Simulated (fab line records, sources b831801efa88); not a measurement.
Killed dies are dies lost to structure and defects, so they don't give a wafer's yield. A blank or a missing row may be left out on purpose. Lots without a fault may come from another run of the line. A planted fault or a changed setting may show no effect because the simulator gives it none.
Problem report in the 8D (eight disciplines) form, filled by code | flow sky130 | the parts of the form that need people (team, actions taken, sign-off) are left out

1. THE PROBLEM
VT_ADJUST_HVTP_TW at SKY_VT_ADJUST_HVTP_TW_MEAS_11 reads a mean of 31 on 3 wafers of 1 lot; wafers without a fault read 1368 with a standard deviation of 13. That is -99 or more standard deviations from the usual mean.
First seen on wafer L741.3, day 8 15:20, on film_metro-01. The record holds 39 wafers of 13 lots with a number at this step. Rule for "out", or "out of limits": more than 4 standard deviations from the usual mean. The other wafers with a number count as sound.

2. WHAT IT IS AND WHAT IT IS NOT
question                    | is                     | is not
which readings at this step | VT_ADJUST_HVTP_TW      | -
which lots                  | L741                   | L732, L733, L735, L736, L738, L740, L743, L749, L750, L751, L752, L754
which wafers of those lots  | all that have a number | -
read on which gauges        | film_metro-01          | film_metro-02, film_metro-03
when                        | from day 8 15:20       | up to then (18 sound wafers); but 18 sound wafers of L743, L749, L750, L751, L752, L754 came after

3. SUSPECTS, AND WHAT RULES EACH OUT
Counting: a tool at a process step up to the reading stays a suspect if it ran every lot that is out and no sound lot after the first of them.
- the gauge at SKY_VT_ADJUST_HVTP_TW_MEAS_11: ruled out. All the wafers that are out were read on film_metro-01, but those of them that SKY_NWELL_STRIP_25 has rows for are out there too, on other tools.
- plasma_asher-01 at SKY_NWELL_STRIP_25 (strips in O2/N2): ruled out as a lasting fault. Sound lots L749, L754 ran on it after its first lot that is out, L741 (day 7 18:43).
- plasma_asher-01 at SKY_VT_ADJUST_HVTP_STRIP_10 (strips in O2/N2): ruled out as a lasting fault. Sound lots L750, L754 ran on it after its first lot that is out, L741 (day 8 15:15).
Left after counting: nothing in the record.

4. THE CAUSE (what the simulator had put in)
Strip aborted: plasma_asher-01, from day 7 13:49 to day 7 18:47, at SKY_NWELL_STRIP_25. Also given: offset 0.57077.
Counting ruled it out, wrongly: the rule takes a fault to strike every lot that its tool runs from its start on, and this one did not.

5. THE CHAIN OF EFFECTS, in route order
Each row: a reading whose mean over the struck wafers that have a number lies more than 3 standard deviations from the usual. Only readings for which the record gives a usual standard deviation are gone through. hours: the time from each lot's start at the first step in this table that gives one to its start at this step, as a median over the lots. sigmas: the change in usual standard deviations.
hours | step                          | reading                  | usual      | on struck wafers | change | sigmas
0     | SKY_NWELL_STRIP_25            | oes_product_au           | 0.723 a.u. | 0.961            | +0.238 | +50
21    | SKY_VT_ADJUST_HVTP_STRIP_10   | strip_time_to_endpoint_s | 14.20 s    | 27.55            | +13.35 | +99 or more
21    | SKY_VT_ADJUST_HVTP_TW_MEAS_11 | VT_ADJUST_HVTP_TW        | 1368       | 31               | -1337  | -99 or more
The process steps in it:
- SKY_NWELL_STRIP_25: strips in O2/N2.
- SKY_VT_ADJUST_HVTP_STRIP_10: strips in O2/N2.
Readings that are blank on the struck wafers while sound wafers have them: strip_time_to_endpoint_s at SKY_NWELL_STRIP_25.
Later measuring or inspecting steps at which every struck wafer that the step has a row for has a number for every such reading, and none has moved that far: SKY_SONOS_ONO_THK_MEAS_01.

6. WHAT WOULD HAVE CAUGHT IT SOONER
In this record the first reading out of limits at a measuring or inspecting step was taken at day 8 15:20, 26 hours after the fault began at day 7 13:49.
The tool's own readings at SKY_NWELL_STRIP_25 were out on every struck wafer that the step has a row for (oes_product_au): an alarm limit on them would have fired on the first of those.
